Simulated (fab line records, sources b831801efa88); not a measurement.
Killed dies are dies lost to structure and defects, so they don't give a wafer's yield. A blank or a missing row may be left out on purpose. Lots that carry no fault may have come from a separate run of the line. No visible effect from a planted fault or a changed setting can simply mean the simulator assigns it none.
fab line records :: flow sky130
record:
  lots: 5
  wafers: 15
  last-day: 50
route steps=708 shown METAL3@561 VIA3@573 METAL4@598 PAD_OPEN@708
lots with no fault: from the same line, run without faults
start-h: the number of hours between the record's first day and the start of the first shown wafer of the lot :: wait-h: how many hours have passed since the lot's step before this one :: " the same as in the row above :: L1.1+2: a single row standing in for several wafers :: - no value, or no start given :: * or withheld: withheld :: < > ~ a bound
route shown NAME@n: a module of which the file shows steps, and the number in the route of the first :: usual: mean/standard deviation taken from wafers without a fault :: same: alike in all rows :: chamber/n: place in a boat :: sites: the reading at each site :: _std_site: standard deviation of those values :: _edge_site: mean of outer sites minus mean of inner sites :: radius-mm: how far each site lies from the wafer's centre :: mask NAME#n: copy n :: behind: the tool/chamber that last shaped the wafer :: hold: cause of the lot's hold/its duration in hours/its outcome :: device: the n, p or np transistor that did not switch :: end of line: the tests these same wafers got at the end of their route :: step lacking rows: just its recipe :: killed: the dies lost at the first sort to structure and to defects; this is not the yield of the wafer :: map: the dies of a wafer, with x for killed, . for not killed, _ for no die there
set.NAME: the setting that was run; set.NAME@STEP: the one run at that earlier step :: model.NAME: the simulator's own value behind a step, which no gauge read
certain route steps with their lots: each step a table, each wafer a row
services: the hour from which a tool's chamber was out of use, counted from the record's first day as start-h (under 0 if before that day), plus the number of hours and why
== steps ==
step: SKY_METAL3_PEB_11
recipe:
  peb-temp-c: withheld
  peb-time-s: withheld
  resist: KrF-thick
step: SKY_METAL3_DEVELOP_12
recipe:
  develop-time-s: 60
  resist: KrF-thick
  dev-temp-c: 21
step: SKY_METAL3_DESCUM_15
recipe:
  chemistry: O2
  source-power-w: 150
  bias-power-w: 0
  pressure-mtorr: 10
  temp-c: 40
  time-s: 8
step: SKY_METAL3_ETCH_16
recipe:
  chemistry: N2/H2
  target: BARC
  ion-energy-ev: 200
  bias-w: 100
  pressure-mtorr: 30
  n2-flow-sccm: 100
  h2-flow-sccm: 200
  icp-w: 500
  stop-on: SiO2
  time-s: 88.2
  target-depth-a: 600
step: SKY_METAL3_ETCH_17
recipe:
  target: SiO2
  stop-on: TiN
  chemistry: C4F8/O2/Ar
  source-w: 1500
  bias-w: 1200
  pressure-mtorr: 40
  c4f8-flow-sccm: withheld
  O2_flow_sccm: 6
  Ar_flow_sccm: 300
  time-s: 3.9
  target-depth-a: 150
step: SKY_METAL3_METAL_ETCH_18
recipe:
  target-depth-a: 8450
  stop-on: SiO2
  over-etch-frac: 0.3
  time-s: 183.1
  chemistry: Cl2/BCl3
  resist-sidewall-deg: 88
  pressure-mtorr: 10
  icp-w: 900
  bias-w: 48.5
  Cl2_flow_sccm: 60
  bcl3-flow-sccm: 30
step: SKY_METAL3_STRIP_19
recipe:
  chemistry: O2/N2
  power-w: 1400
  pressure-mtorr: 1500
  platen-temp-c: withheld
  o2-flow-sccm: 3000
  n2-flow-sccm: 300
  overash-fraction: 0.5
step: SKY_METAL3_STRIP_20
recipe:
  chemistry: post-etch-residue-remover
  time-s: 1200
  temp-c: 72.5
step: SKY_METAL3_CLEAN_21
recipe:
  chemistry: IPA
  time-s: 180
  temp-c: 25
step: SKY_METAL3_CLEAN_22
recipe:
  chemistry: O3/DIW
  dry: n2-spin
step: SKY_VIA3_HDPCVD_00
recipe:
  material: SiO2
  target-thk-nm: 1635
  sigma-open-frac: 0.3
  time-s: 272.5
  temp-c: 400
  sih4-flow-sccm: 60
  pressure-mtorr: 6
lot.wafer: L938.2+3+6
tool: hdpcvd-01
chamber: 0,2,0
start-h: 914.60
wait-h: 0.0

lot.wafer: L943.1+4+6
tool: hdpcvd-02
chamber: 0,1,2
start-h: 954.37
wait-h: 0.0

lot.wafer: L954.2+3+6
tool: hdpcvd-02
chamber: 1,2,0
start-h: 1022.57
wait-h: 0.0

lot.wafer: L955.3+4+6
tool: hdpcvd-02
chamber: 2,2,1
start-h: 1042.41
wait-h: 0.0

lot.wafer: L956.4+5+6
tool: hdpcvd-02
chamber: 2,0,1
start-h: 1054.35
wait-h: 0.1
step: SKY_VIA3_CMP_02
recipe:
  material: SiO2
  down-force-psi: 4
  platen-rpm: 60
  pad-velocity-m-s: 0.94248
step: SKY_VIA3_DEHYDRATE_04
recipe:
  temp-c: 200
  time-s: 60
step: SKY_VIA3_HMDS_05
recipe:
  prime-time-s: 60
  prime-temp-c: 120
step: SKY_VIA3_COAT_06
recipe:
  resist: BARC
  temp-c: withheld
  time-s: withheld
  spin-rpm: 3000
  resist-thk-nm: 60
step: SKY_VIA3_COAT_07
recipe:
  resist: KrF-thick
  spin-rpm: 3000
  resist-thk-nm: 450
step: SKY_VIA3_SOFTBAKE_08
recipe:
  temp-c: 100
  time-s: 90
  resist: KrF-thick
step: SKY_VIA3_EXPOSE_09
recipe:
  mask-id: VIM3
  na: 0.8
  source-shape: annular
  sigma-inner: 0.55
  sigma-outer: 0.85
  target-cd-nm: 200
  dose-mj: 38
step: SKY_VIA3_PEB_10
recipe:
  peb-temp-c: withheld
  peb-time-s: withheld
  resist: KrF-thick
step: SKY_VIA3_DEVELOP_11
recipe:
  develop-time-s: 60
  resist: KrF-thick
  dev-temp-c: 21
step: SKY_VIA3_ETCH_14
recipe:
  chemistry: N2/H2
  target: BARC
  ion-energy-ev: 200
  source-w: 500
  bias-w: 100
  pressure-mtorr: 30
  n2-flow-sccm: 100
  h2-flow-sccm: 200
  stop-on: SiO2
  time-s: 45.9
  target-depth-a: 600
step: SKY_VIA3_ETCH_15
recipe:
  target: SiO2
  chemistry: C4F8/O2/Ar
  target-depth-nm: 507
  stop-on: TiN
  mask-material: KrF-thick
  source-w: 1500
  bias-w: 1200
  pressure-mtorr: 40
  c4f8-flow-sccm: withheld
  O2_flow_sccm: 6
  Ar_flow_sccm: 300
  time-s: 78
step: SKY_VIA3_STRIP_16
recipe:
  chemistry: O2/N2
  power-w: 1400
  pressure-mtorr: 1500
  platen-temp-c: withheld
  o2-flow-sccm: 3000
  n2-flow-sccm: 300
  overash-fraction: 0.5
step: SKY_VIA3_STRIP_17
recipe:
  chemistry: post-etch-residue-remover
  time-s: 1200
  temp-c: 72.5
step: SKY_VIA3_CLEAN_18
recipe:
  chemistry: IPA
  time-s: 180
  temp-c: 25
step: SKY_VIA3_CLEAN_19
recipe:
  chemistry: O3/DIW
  dry: n2-spin
step: SKY_VIA3_SPUTTER_20
recipe:
  material: TiN
  target-thk-nm: 20
  chamber-pressure-pa: 5
  power-w: 4000
  time-s: 80
step: SKY_VIA3_CVD_21
recipe:
  material: W
  target-thk-nm: 390
  time-s: 117.31
  temp-c: 400
  pressure-torr: 40
step: SKY_VIA3_CMP_24
recipe:
  stop-on: SiO2
  t-overpolish-s: 20
  down-force-psi: 3.5
  platen-rpm: 60
  target-thk-nm: 0
  pad-velocity-m-s: 0.94248
step: SKY_METAL4_SPUTTER_00
recipe:
  material: Ti
  target-thk-nm: 15
  power-w: 3000
  time-s: 10
  chamber-pressure-pa: 0.4
step: SKY_METAL4_SPUTTER_01
recipe:
  material: TiN
  target-thk-nm: 20
  power-w: 6500
  time-s: 16.7
  chamber-pressure-pa: 0.4
step: SKY_METAL4_SPUTTER_02
recipe:
  material: AlCu
  target-thk-nm: 735
  power-w: 10600
  time-s: 39.1
  chamber-pressure-pa: 0.4
step: SKY_METAL4_SPUTTER_03
recipe:
  material: Ti
  target-thk-nm: 5
  power-w: 3000
  time-s: 3.3
  chamber-pressure-pa: 0.4
step: SKY_METAL4_SPUTTER_04
recipe:
  material: TiN
  target-thk-nm: 70
  power-w: 6500
  time-s: 58.3
  chamber-pressure-pa: 0.4
step: SKY_PAD_OPEN_PROBE_99
usual:
  defect-limited-yield: 82.5/2.1
  killed_at_M0_to_M3: 43/7.7
  killed_at_M4_up: 2.9/1.9
  killed-at-contacts: 24/5.9
  killed-at-front-end: 16/5.1
  killed-at-other: 0.3/0.63
  killed-dies: 86/10
  killed-open: 47/7.6
  killed-short: 39/6.8
  sort_bin_3_pad_short: 0.8/0.44
  sort_bin_5_function: 10.4/1.6
  sort_bin_6_memory: 6.3/1.1
  sort-n-pass: 406/10
  sort-yield-pct: 82.5/2.1
same:
  gross-dies: 492
  killed-at-back-side: 0
  sort_bin_4_leakage[%]: 0
  sort_bin_8_speed[%]: 0
lot.wafer: L938.2
tool: prober-02
chamber: -
start-h: 1085.17
wait-h: 0.1
defect-limited-yield[%]: 82.1
killed_at_M0_to_M3: 45
killed_at_M4_up: 1
killed-at-contacts: 29
killed-at-front-end: 13
killed-at-other: 0
killed-dies: 88
killed-open: 34
killed-short: 54
sort_bin_3_pad_short[%]: 1.0
sort_bin_5_function[%]: 11.0
sort_bin_6_memory[%]: 5.9
sort-n-pass: 404
sort-yield-pct[%]: 82.1
model.etest.tester.sort-n-pass: 404
model.etest.tester.sort-yield-pct: 82.11
model.etest.tester.sort_bin_5_pct: 10.98
model.etest.tester.sort_bin_3_pct: 1.016

lot.wafer: L938.3
tool: prober-02
chamber: -
start-h: 1085.22
wait-h: 0.2
defect-limited-yield[%]: 85.6
killed_at_M0_to_M3: 36
killed_at_M4_up: 4
killed-at-contacts: 12
killed-at-front-end: 19
killed-at-other: 0
killed-dies: 71
killed-open: 29
killed-short: 42
sort_bin_3_pad_short[%]: 0.2
sort_bin_5_function[%]: 8.5
sort_bin_6_memory[%]: 5.7
sort-n-pass: 421
sort-yield-pct[%]: 85.6
model.etest.tester.sort-n-pass: 421
model.etest.tester.sort-yield-pct: 85.57
model.etest.tester.sort_bin_5_pct: 8.537
model.etest.tester.sort_bin_3_pct: 0.2033

lot.wafer: L938.6
tool: prober-02
chamber: -
start-h: 1085.37
wait-h: 0.2
defect-limited-yield[%]: 86.4
killed_at_M0_to_M3: 30
killed_at_M4_up: 1
killed-at-contacts: 25
killed-at-front-end: 11
killed-at-other: 0
killed-dies: 67
killed-open: 45
killed-short: 22
sort_bin_3_pad_short[%]: 0.4
sort_bin_5_function[%]: 6.7
sort_bin_6_memory[%]: 6.5
sort-n-pass: 425
sort-yield-pct[%]: 86.4
model.etest.tester.sort-n-pass: 425
model.etest.tester.sort-yield-pct: 86.38
model.etest.tester.sort_bin_5_pct: 6.707
model.etest.tester.sort_bin_3_pct: 0.4065

lot.wafer: L943.1
tool: prober-01
chamber: -
start-h: 1119.10
wait-h: 0.1
defect-limited-yield[%]: 82.3
killed_at_M0_to_M3: 50
killed_at_M4_up: 2
killed-at-contacts: 26
killed-at-front-end: 9
killed-at-other: 0
killed-dies: 87
killed-open: 50
killed-short: 37
sort_bin_3_pad_short[%]: 1.2
sort_bin_5_function[%]: 11.2
sort_bin_6_memory[%]: 5.3
sort-n-pass: 405
sort-yield-pct[%]: 82.3
model.etest.tester.sort-n-pass: 405
model.etest.tester.sort-yield-pct: 82.32
model.etest.tester.sort_bin_5_pct: 11.18
model.etest.tester.sort_bin_3_pct: 1.22

lot.wafer: L943.4
tool: prober-01
chamber: -
start-h: 1119.25
wait-h: 0.2
defect-limited-yield[%]: 85.0
killed_at_M0_to_M3: 30
killed_at_M4_up: 3
killed-at-contacts: 25
killed-at-front-end: 16
killed-at-other: 0
killed-dies: 74
killed-open: 38
killed-short: 36
sort_bin_3_pad_short[%]: 1.0
sort_bin_5_function[%]: 8.7
sort_bin_6_memory[%]: 5.3
sort-n-pass: 418
sort-yield-pct[%]: 85.0
model.etest.tester.sort-n-pass: 418
model.etest.tester.sort-yield-pct: 84.96
model.etest.tester.sort_bin_5_pct: 8.74
model.etest.tester.sort_bin_3_pct: 1.016

lot.wafer: L943.6
tool: prober-01
chamber: -
start-h: 1119.35
wait-h: 0.2
defect-limited-yield[%]: 80.3
killed_at_M0_to_M3: 49
killed_at_M4_up: 3
killed-at-contacts: 20
killed-at-front-end: 25
killed-at-other: 0
killed-dies: 97
killed-open: 53
killed-short: 44
sort_bin_3_pad_short[%]: 2.0
sort_bin_5_function[%]: 9.8
sort_bin_6_memory[%]: 7.9
sort-n-pass: 395
sort-yield-pct[%]: 80.3
model.etest.tester.sort-n-pass: 395
model.etest.tester.sort-yield-pct: 80.28
model.etest.tester.sort_bin_5_pct: 9.756
model.etest.tester.sort_bin_3_pct: 2.033

lot.wafer: L954.2
tool: prober-02
chamber: -
start-h: 1171.08
wait-h: 0.1
defect-limited-yield[%]: 71.7
killed_at_M0_to_M3: 102
killed_at_M4_up: 2
killed-at-contacts: 28
killed-at-front-end: 7
killed-at-other: 0
killed-dies: 139
killed-open: 45
killed-short: 31
sort_bin_3_pad_short[%]: 3.0
sort_bin_5_function[%]: 17.9
sort_bin_6_memory[%]: 7.3
sort-n-pass: 353
sort-yield-pct[%]: 71.7
model.etest.tester.sort-n-pass: 353
model.etest.tester.sort-yield-pct: 71.75
model.etest.tester.sort_bin_5_pct: 17.89
model.etest.tester.sort_bin_3_pct: 3.049

lot.wafer: L954.3
tool: prober-02
chamber: -
start-h: 1171.13
wait-h: 0.2
defect-limited-yield[%]: 72.2
killed_at_M0_to_M3: 106
killed_at_M4_up: 2
killed-at-contacts: 19
killed-at-front-end: 10
killed-at-other: 0
killed-dies: 137
killed-open: 48
killed-short: 25
sort_bin_3_pad_short[%]: 3.9
sort_bin_5_function[%]: 17.1
sort_bin_6_memory[%]: 6.9
sort-n-pass: 355
sort-yield-pct[%]: 72.2
model.etest.tester.sort-n-pass: 355
model.etest.tester.sort-yield-pct: 72.15
model.etest.tester.sort_bin_5_pct: 17.07
model.etest.tester.sort_bin_3_pct: 3.862

lot.wafer: L954.6
tool: prober-02
chamber: -
start-h: 1171.28
wait-h: 0.2
defect-limited-yield[%]: 74.6
killed_at_M0_to_M3: 80
killed_at_M4_up: 5
killed-at-contacts: 20
killed-at-front-end: 20
killed-at-other: 0
killed-dies: 125
killed-open: 51
killed-short: 38
sort_bin_3_pad_short[%]: 3.0
sort_bin_5_function[%]: 15.4
sort_bin_6_memory[%]: 6.9
sort-n-pass: 367
sort-yield-pct[%]: 74.6
model.etest.tester.sort-n-pass: 367
model.etest.tester.sort-yield-pct: 74.59
model.etest.tester.sort_bin_5_pct: 15.45
model.etest.tester.sort_bin_3_pct: 3.049

lot.wafer: L955.3
tool: prober-01
chamber: -
start-h: 1184.01
wait-h: 0.2
defect-limited-yield[%]: 70.1
killed_at_M0_to_M3: 103
killed_at_M4_up: 2
killed-at-contacts: 21
killed-at-front-end: 20
killed-at-other: 1
killed-dies: 147
killed-open: 45
killed-short: 40
sort_bin_3_pad_short[%]: 3.3
sort_bin_5_function[%]: 19.7
sort_bin_6_memory[%]: 6.9
sort-n-pass: 345
sort-yield-pct[%]: 70.1
model.etest.tester.sort-n-pass: 345
model.etest.tester.sort-yield-pct: 70.12
model.etest.tester.sort_bin_5_pct: 19.72
model.etest.tester.sort_bin_3_pct: 3.252

lot.wafer: L955.4
tool: prober-01
chamber: -
start-h: 1184.06
wait-h: 0.2
defect-limited-yield[%]: 69.3
killed_at_M0_to_M3: 113
killed_at_M4_up: 3
killed-at-contacts: 18
killed-at-front-end: 17
killed-at-other: 0
killed-dies: 151
killed-open: 45
killed-short: 47
sort_bin_3_pad_short[%]: 3.5
sort_bin_5_function[%]: 19.3
sort_bin_6_memory[%]: 7.9
sort-n-pass: 341
sort-yield-pct[%]: 69.3
model.etest.tester.sort-n-pass: 341
model.etest.tester.sort-yield-pct: 69.31
model.etest.tester.sort_bin_5_pct: 19.31
model.etest.tester.sort_bin_3_pct: 3.455

lot.wafer: L955.6
tool: prober-01
chamber: -
start-h: 1184.16
wait-h: 0.2
defect-limited-yield[%]: 72.0
killed_at_M0_to_M3: 102
killed_at_M4_up: 4
killed-at-contacts: 15
killed-at-front-end: 17
killed-at-other: 0
killed-dies: 138
killed-open: 39
killed-short: 44
sort_bin_3_pad_short[%]: 4.7
sort_bin_5_function[%]: 15.9
sort_bin_6_memory[%]: 7.5
sort-n-pass: 354
sort-yield-pct[%]: 72.0
model.etest.tester.sort-n-pass: 354
model.etest.tester.sort-yield-pct: 71.95
model.etest.tester.sort_bin_5_pct: 15.85
model.etest.tester.sort_bin_3_pct: 4.675

lot.wafer: L956.4
tool: prober-02
chamber: -
start-h: 1194.45
wait-h: 0.2
defect-limited-yield[%]: 74.0
killed_at_M0_to_M3: 93
killed_at_M4_up: 5
killed-at-contacts: 15
killed-at-front-end: 15
killed-at-other: 0
killed-dies: 128
killed-open: 33
killed-short: 40
sort_bin_3_pad_short[%]: 2.8
sort_bin_5_function[%]: 16.5
sort_bin_6_memory[%]: 6.7
sort-n-pass: 364
sort-yield-pct[%]: 74.0
model.etest.tester.sort-n-pass: 364
model.etest.tester.sort-yield-pct: 73.98
model.etest.tester.sort_bin_5_pct: 16.46
model.etest.tester.sort_bin_3_pct: 2.846

lot.wafer: L956.5
tool: prober-02
chamber: -
start-h: 1194.50
wait-h: 0.2
defect-limited-yield[%]: 77.2
killed_at_M0_to_M3: 67
killed_at_M4_up: 3
killed-at-contacts: 21
killed-at-front-end: 21
killed-at-other: 0
killed-dies: 112
killed-open: 44
killed-short: 34
sort_bin_3_pad_short[%]: 2.4
sort_bin_5_function[%]: 14.0
sort_bin_6_memory[%]: 6.3
sort-n-pass: 380
sort-yield-pct[%]: 77.2
model.etest.tester.sort-n-pass: 380
model.etest.tester.sort-yield-pct: 77.24
model.etest.tester.sort_bin_5_pct: 14.02
model.etest.tester.sort_bin_3_pct: 2.439

lot.wafer: L956.6
tool: prober-02
chamber: -
start-h: 1194.55
wait-h: 0.2
defect-limited-yield[%]: 75.2
killed_at_M0_to_M3: 91
killed_at_M4_up: 1
killed-at-contacts: 18
killed-at-front-end: 12
killed-at-other: 0
killed-dies: 122
killed-open: 39
killed-short: 27
sort_bin_3_pad_short[%]: 2.4
sort_bin_5_function[%]: 16.5
sort_bin_6_memory[%]: 5.9
sort-n-pass: 370
sort-yield-pct[%]: 75.2
model.etest.tester.sort-n-pass: 370
model.etest.tester.sort-yield-pct: 75.2
model.etest.tester.sort_bin_5_pct: 16.46
model.etest.tester.sort_bin_3_pct: 2.439
killed by level:class
L938.2 METAL1:geometric-particle:short=11 CONTACT:geometric-particle:open=10 LOCAL_INTERCONNECT:geometric-particle:short=7 VIA1:geometric-particle:short=7 VIA3:geometric-particle:short=7 LI_CONTACT:geometric-particle:open=5 VIA1:geometric-particle:open=4 VIA2:geometric-particle:open=4
L938.3 VIA1:geometric-particle:open=6 METAL2:geometric-particle:short=6 VIA3:geometric-particle:open=6 CONTACT:geometric-particle:short=5 METAL3:geometric-particle:short=5 FIELD_ISO:geometric-particle:short=4 POLY_GATE:geometric-particle:short=4 POLY_GATE:geometric-particle:open=4
L938.6 VIA1:geometric-particle:open=12 CONTACT:geometric-particle:open=10 LI_CONTACT:geometric-particle:open=7 VIA2:geometric-particle:open=5 LI_CONTACT:geometric-particle:short=4 VIA1:geometric-particle:short=4 POLY_GATE:geometric-particle:open=3 POLY_GATE:geometric-particle:short=3
L943.1 VIA1:geometric-particle:open=14 CONTACT:geometric-particle:open=8 LI_CONTACT:geometric-particle:open=6 LOCAL_INTERCONNECT:geometric-particle:short=6 METAL1:geometric-particle:short=6 VIA1:geometric-particle:short=6 VIA2:geometric-particle:open=6 METAL2:geometric-particle:short=5
L943.4 CONTACT:geometric-particle:open=10 METAL1:geometric-particle:short=6 VIA3:geometric-particle:open=6 VIA1:geometric-particle:open=5 LI_CONTACT:geometric-particle:short=5 FIELD_ISO:geometric-particle:short=4 LI_CONTACT:geometric-particle:open=4 LOCAL_INTERCONNECT:geometric-particle:short=4
L943.6 VIA3:geometric-particle:open=11 METAL2:geometric-particle:short=9 FIELD_ISO:geometric-particle:open=8 LI_CONTACT:geometric-particle:open=8 CONTACT:geometric-particle:open=8 VIA1:geometric-particle:open=6 METAL1:geometric-particle:short=5 VIA2:geometric-particle:open=5
L954.2 VIA3:unspecified=62 VIA1:geometric-particle:open=13 CONTACT:geometric-particle:open=7 METAL1:geometric-particle:short=7 LI_CONTACT:geometric-particle:open=7 VIA2:geometric-particle:open=7 LOCAL_INTERCONNECT:geometric-particle:short=6 LOCAL_INTERCONNECT:geometric-particle:open=4
L954.3 VIA3:unspecified=63 VIA1:geometric-particle:open=11 VIA2:geometric-particle:open=9 CONTACT:geometric-particle:open=8 LI_CONTACT:geometric-particle:open=6 VIA3:geometric-particle:open=5 FIELD_ISO:geometric-particle:open=4 VIA3:geometric-particle:short=4
L954.6 VIA3:unspecified=35 VIA2:geometric-particle:open=13 CONTACT:geometric-particle:open=8 FIELD_ISO:geometric-particle:open=7 METAL2:geometric-particle:short=7 LI_CONTACT:geometric-particle:open=5 VIA1:geometric-particle:open=5 VIA2:geometric-particle:short=5
L955.3 VIA3:unspecified=62 VIA2:geometric-particle:open=9 VIA1:geometric-particle:open=8 POLY_GATE:geometric-particle:short=6 LI_CONTACT:geometric-particle:open=6 LOCAL_INTERCONNECT:geometric-particle:short=6 METAL1:geometric-particle:short=6 CONTACT:geometric-particle:open=5
L955.4 VIA3:unspecified=59 VIA1:geometric-particle:open=19 VIA1:geometric-particle:short=10 LOCAL_INTERCONNECT:geometric-particle:short=6 CONTACT:geometric-particle:open=6 METAL1:geometric-particle:short=6 VIA3:geometric-particle:open=6 METAL2:geometric-particle:short=6
L955.6 VIA3:unspecified=55 VIA1:geometric-particle:open=10 METAL2:geometric-particle:short=9 VIA2:geometric-particle:open=7 LOCAL_INTERCONNECT:geometric-particle:short=5 VIA1:geometric-particle:short=5 FIELD_ISO:geometric-particle:short=4 METAL1:geometric-particle:short=4
L956.4 VIA3:unspecified=55 VIA1:geometric-particle:open=10 METAL2:geometric-particle:short=6 FIELD_ISO:geometric-particle:short=5 VIA3:geometric-particle:open=5 POLY_GATE:geometric-particle:short=4 VIA1:geometric-particle:short=4 VIA2:geometric-particle:open=4
L956.5 VIA3:unspecified=34 CONTACT:geometric-particle:open=6 VIA2:geometric-particle:open=6 FIELD_ISO:geometric-particle:open=5 LOCAL_INTERCONNECT:geometric-particle:short=5 VIA1:geometric-particle:open=5 METAL2:geometric-particle:short=5 FIELD_ISO:geometric-particle:short=4
L956.6 VIA3:unspecified=56 CONTACT:geometric-particle:open=8 VIA2:geometric-particle:open=7 VIA1:geometric-particle:open=6 LI_CONTACT:geometric-particle:open=4 METAL2:geometric-particle:short=4 SPACER:geometric-particle:short=3 VIA1:geometric-particle:short=3
map L954.2 (x killed, . not)
__________........x._________
________.......x.....x_______
______........x......x.._____
_____.........xx..x......____
____.x......x.........x..x___
___..x.....................__
__.......xx...x............._
_..xx...x.x.x......xxxxx..x..
_.......x....x..x...xxx......
_..xx....xxx.x...xx.x.x...x..
_.....x......x..xx.xxxx.x....
_......x....xx.xxxxxxxxx.....
_.x...........xxxxxxxx.......
_...x....x..x.xxxxxxxxx.x.xx.
_.........x.xxxxxxxxxxx.....x
__...x.xx.....xxxxxxxxxxx..._
___..x......x.x.xxxx.......__
____.......xxx....x.x.x...___
_____............x.......____
______.......x.........x_____
________xx.....x..x..._______
__________...x.x...x_________
map L955.4 (x killed, . not)
__________........xx_________
________..x........x.x_______
______..........xx......_____
_____.x.x....x...x.......____
____..xx..........x...x...___
___..x.......x.....xxx..x..__
__xxx.....x....x...........x_
_.......x..xx..xx..xxx.x.....
_......x.....x.x....x.x...xxx
_......x...x.x..x.xxxxxxxx...
_xx....x.x.....xx.xxxxxxx....
_.x...x..xx..x.xxxxxxxxxxx...
_..xx...x.......xxxxxxxxx.x..
_...........x....xxxxxxxxxx..
_..x........x...x.xxxxxxx....
__........x.x...xxxxxx.xxx.._
___......x.x.........xx....__
____x.......x......x.....x___
_____...x.x....x...x.xx..____
______.x...xx..........._____
________.x....x......._______
__________...x.....x_________
== services ==
tool: hdpcvd-02
chamber: -
start-h: 926.86
hours: 4.2
kind: repair

tool: hdpcvd-01
chamber: -
start-h: 950.25
hours: 15.0
kind: pm

tool: hdpcvd-01
chamber: 0
start-h: 950.25
hours: 15.0
kind: vent-cycle

tool: hdpcvd-01
chamber: 1
start-h: 950.25
hours: 15.0
kind: vent-cycle

tool: hdpcvd-01
chamber: 2
start-h: 950.25
hours: 15.0
kind: vent-cycle

tool: hdpcvd-01
chamber: 0
start-h: 965.25
hours: -
kind: clean

tool: hdpcvd-01
chamber: 1
start-h: 965.25
hours: -
kind: clean

tool: hdpcvd-01
chamber: 2
start-h: 965.25
hours: -
kind: clean

tool: hdpcvd-01
chamber: -
start-h: 979.30
hours: 2.8
kind: pm

tool: hdpcvd-01
chamber: -
start-h: 983.31
hours: 0.7
kind: repair
== key ==
first-sign:
  step: SKY_PAD_OPEN_PROBE_99
  reading: killed_at_M0_to_M3
  direction: up
  sigmas: 6.8
  usual: 43
  struck: 95
effect:
  step: SKY_PAD_OPEN_PROBE_99
  reading: sort_bin_3_pad_short
  direction: up
  sigmas: 5.5
  usual: 0.8
  struck: 3.2
model-effect:
  step: SKY_PAD_OPEN_PROBE_99
  value: etest.tester.sort-n-pass
  without: 405.2
  struck: 358.8
met-at SKY_VIA3_HDPCVD_00
struck-wafers L954.2,L954.3,L954.6,L955.3,L955.4,L955.6,L956.4,L956.5,L956.6
onset-between 954.37 1022.57
also-fits time
fault:
  kind: chamber-particle-source
  tool: hdpcvd-02
  chamber: -
  onset-h: 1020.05
  steps: SKY_VIA3_HDPCVD_00
  rate-per-visit-cm2: 1.0646
  end-h: 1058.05
